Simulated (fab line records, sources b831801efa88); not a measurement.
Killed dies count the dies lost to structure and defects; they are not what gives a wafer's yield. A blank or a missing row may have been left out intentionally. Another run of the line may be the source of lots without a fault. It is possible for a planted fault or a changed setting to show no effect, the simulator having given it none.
2 desks, one fault | flow sky130 | numbers are kept per desk, each desk with only its own; the story behind them comes last

== FROM THE METROLOGY DESK ==
What the gauges read for every lot (on any tool): the sampled wafers with a number, averaged. Any lot whose mean is over 4 standard deviations away from the usual mean is out of limits and marked OUT; that distance is given in the brackets.
Columns: A = NWELL_TW at SKY_NWELL_TW_MEAS_15, usual 1814; B = VT_ADJUST_HVTP_TW at SKY_VT_ADJUST_HVTP_TW_MEAS_11, usual 1345; C = VT_ADJUST_NCORE_OVL at SKY_VT_ADJUST_NCORE_OVL_MEAS_08, usual -0.6 nm
lot  | first seen here | A    | B    | C
L652 | day 4 08:42     | 1794 | 1325 | -2.0
L654 | day 5 00:55     | 1846 | 1328 | -1.0
L656 | day 5 11:44     | 1777 | 1359 | -0.1
L657 | day 5 20:21     | 1823 | 1322 | 0.0
L658 | day 5 22:36     | 1776 | 1357 | 1.3
L659 | day 6 07:27     | 1821 | 1352 | -2.6
L661 | day 6 21:17     | 1775 | 1333 | 0.7
L662 | day 6 22:50     | 1779 | 1359 | -1.7
L668 | day 8 09:26     | 1842 | 1339 | -0.2
L669 | day 8 16:15     | 1796 | 1358 | -0.8
L671 | day 9 03:38     | 1783 | 1354 | 0.8
L672 | day 9 08:40     | 1824 | 1359 | -0.4
L673 | day 9 15:26     | 1828 | 1355 | -0.1
This desk's verdict: no lot among the 13 shows anything out of limits.

== DESK OF THE TOOL OWNER: lithoTrack-04 ==
The tool's own readings at SKY_VT_ADJUST_LVTN_COAT_13 (resist thk 1140 nm): means of the sampled wafers that have a number, for each lot that ran on this tool. Any lot whose mean is over 4 standard deviations away from the usual mean is out of limits and marked OUT; that distance is given in the brackets.
Columns: A = spinSpeedRpm at SKY_VT_ADJUST_LVTN_COAT_13, usual 3000.3 rpm
lot  | first seen here | A
L652 | day 7 01:38     | 3000.8
L654 | day 7 18:39     | 2999.9
L658 | day 8 19:47     | 3001.1
L659 | day 9 05:38     | 3001.7
L661 | day 9 22:39     | 2999.6
L669 | day 11 22:26    | 3116.6 (+55) OUT
L671 | day 12 12:06    | 3118.9 (+56) OUT
This desk finds L669, L671 out of limits, L669 being first, at day 11 22:26 (spinSpeedRpm at SKY_VT_ADJUST_LVTN_COAT_13). In limits: L652, L654, L658, L659, L661.

== ALL TOGETHER ==
On L669, L671, at day 11 22:26, an alarm was possible from the tool owner's desk.
From the metrology desk's view, nothing was out of limits.
The metrology desk has L669, L671 on record, within its limits.
Of the lots named, all ran SKY_VT_ADJUST_LVTN_COAT_13 on lithoTrack-04.

== WHAT WAS PUT IN BY THE SIMULATOR ==
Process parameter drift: lithoTrack-04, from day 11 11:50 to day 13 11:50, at SKY_VT_ADJUST_LVTN_COAT_13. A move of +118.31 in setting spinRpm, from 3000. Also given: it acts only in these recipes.
Struck lots among those shown: L669, L671.
How many hours passed from the start of the fault until each desk's first out-of-limits reading: the tool owner's desk, 11.
